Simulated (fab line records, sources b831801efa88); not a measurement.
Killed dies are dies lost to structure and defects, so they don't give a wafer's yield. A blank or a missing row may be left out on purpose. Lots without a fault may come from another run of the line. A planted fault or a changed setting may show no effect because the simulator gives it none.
Which tool did it? | flow gf180mcu | 7 lots, 21 wafers sampled, at 1 step of a route of 602

WHAT THE GAUGES READ, wafer by wafer
GF_STI_BOW_MEAS_00.
lot  | measured    | on            | INCOMING_BOW (um)
L233 | day 1 15:01 | film_metro-02 | 2 -13 14
L237 | day 2 11:00 | film_metro-03 | -17 4 4
L241 | day 3 07:01 | film_metro-03 | -1 8 6
L244 | day 3 22:00 | film_metro-02 | 3 6 -17
L246 | day 4 08:01 | film_metro-02 | -3 -1 -9
L249 | day 4 23:00 | film_metro-02 | 12 4 1
L251 | day 5 09:01 | film_metro-02 | -3 -1 1

WHICH TOOL RAN EACH LOT (tool, then ch and the chambers of the sampled wafers, then the start)
The record holds no process step before these readings.

THE ANSWER, worked out from the rows above alone
Rule: what is usual is taken from the lots themselves. Put in order of their means at a reading, lots are off if they are a third of the lots or fewer, leave a main group of 4 or more, and stand apart from it by a gap of 3 or more times the standard deviation of the main group's means; of several such gaps the widest counts. A main group whose means are all the same, to the digits that the tables above print for the reading, isn't used. A lot without any number at a reading at which 4 lots or more have one is off too. The other lots that the step has rows for count as sound.
No lot is off at any reading shown: from this, nothing can be told.

WHAT THE SIMULATOR HAD PUT IN
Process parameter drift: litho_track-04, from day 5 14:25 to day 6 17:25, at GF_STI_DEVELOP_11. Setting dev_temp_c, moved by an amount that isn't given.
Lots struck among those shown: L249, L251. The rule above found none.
